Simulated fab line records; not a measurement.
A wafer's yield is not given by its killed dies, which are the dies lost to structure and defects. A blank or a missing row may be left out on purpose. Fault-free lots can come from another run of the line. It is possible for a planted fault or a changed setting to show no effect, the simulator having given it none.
Struck lot and sound lot, side by side -- flow sky130 -- 14 out of 708 route steps
Sound: the wafers L325.4, L325.5, L325.6. Wafers L334.2, L334.4, L334.5 were the ones struck. The cause is given at the end.
Per side, at each step with rows, come the tool, then ch with its chambers, and then its first start. Under that, the readings that differ: sound wafers -- struck wafers -- difference of the means -- sigmas: that difference in standard deviations of wafers without a fault.
alike: words and numbers the same on both sides, and readings whose means are apart by under 2 such deviations; not compared: readings that were withheld, readings missing a value for some wafer, numbers with overlapping values and no deviation given by the record, and bounds like >300 which may hide the same value.
Wherever a step has rows on one side only, a row that says differs or no value, or a row with sigmas, the two part there. When numbers do not overlap yet have no deviation, they are printed without sigmas and do not part them. A reading that every wafer of one side lacks parts them only if that side has two wafers or more.

first, 2 steps without rows for these wafers: SKY_VIA3_CLEAN_18 (cleans in IPA, time 180 s); SKY_VIA3_CLEAN_19 (cleans in O3/DIW).
SKY_VIA3_SPUTTER_20: material TiN, target thk 20 nm, time 80 s.
  sound on pvd_sputter-03 at day 42 13:49; struck on pvd_sputter-01 at day 45 08:43
  alike: throttle_valve_pct
SKY_VIA3_CVD_21: deposits W, target thk 390 nm, time 117.31 s.
  sound on cvd_w-02 ch 0,1, day 42 13:55; struck on cvd_w-02 ch 0,1, day 45 08:46
  alike: chamber_pressure_Torr, heater_power_outer_w, heater_power_w
  not compared: since_wet_clean_h
SKY_VIA3_RS_MEAS_22: measures by four-point-probe.
  sound on film_metro-04 at day 42 14:04; struck on film_metro-04 at day 45 08:55
  alike: VIA3_W_RS
SKY_VIA3_THK_MEAS_23: measures by xrf.
  sound on film_metro-04 at day 42 14:10; struck on film_metro-04 at day 45 09:01
  alike: VIA3_W_THK
SKY_VIA3_CMP_24: polishes, stops on SiO2, t overpolish 20 s, target thk 0 nm.
  sound on cmp-02 ch 0,1,2, day 42 14:20; struck on cmp-02 ch 1,3, day 45 09:04
  alike: motor_current_A, overpolish_run_s, time_to_endpoint_s
then, 1 step without rows for these wafers: SKY_METAL4_SPUTTER_00 (material Ti, target thk 15 nm, time 10 s).
SKY_METAL4_SPUTTER_01: material TiN, target thk 20 nm, time 16.7 s.
  sound on pvd_sputter-01 at day 42 14:31; struck on pvd_sputter-03 at day 45 09:23
  alike: throttle_valve_pct
SKY_METAL4_SPUTTER_02: material AlCu, target thk 735 nm, time 39.1 s.
  sound on pvd_sputter-01 at day 42 14:32; struck on pvd_sputter-03 at day 45 09:25
  alike: throttle_valve_pct
then, 2 steps without rows for these wafers: SKY_METAL4_SPUTTER_03 (material Ti, target thk 5 nm, time 3.3 s); SKY_METAL4_SPUTTER_04 (material TiN, target thk 70 nm, time 58.3 s).
SKY_CAP2M_CVD_00: deposits SiO2, target thk 15.5 nm.
  sound on pecvd-04 ch 0,1,2, day 42 14:39; struck on pecvd-03 ch 0,1,2, day 45 09:31
  no value came back on the struck wafers for heater_power_outer_w (W), heater_power_w (W); on the sound wafers heater_power_outer_w (W) reads 347 342 612
SKY_PAD_OPEN_PROBE_99:
  sound wafers here have rows in the record (prober-01, day 48 02:04); struck ones have none

## WHERE THEY PART
At SKY_CAP2M_CVD_00 first; at SKY_PAD_OPEN_PROBE_99 last (within this record only).

WHY: the cause the simulator had injected
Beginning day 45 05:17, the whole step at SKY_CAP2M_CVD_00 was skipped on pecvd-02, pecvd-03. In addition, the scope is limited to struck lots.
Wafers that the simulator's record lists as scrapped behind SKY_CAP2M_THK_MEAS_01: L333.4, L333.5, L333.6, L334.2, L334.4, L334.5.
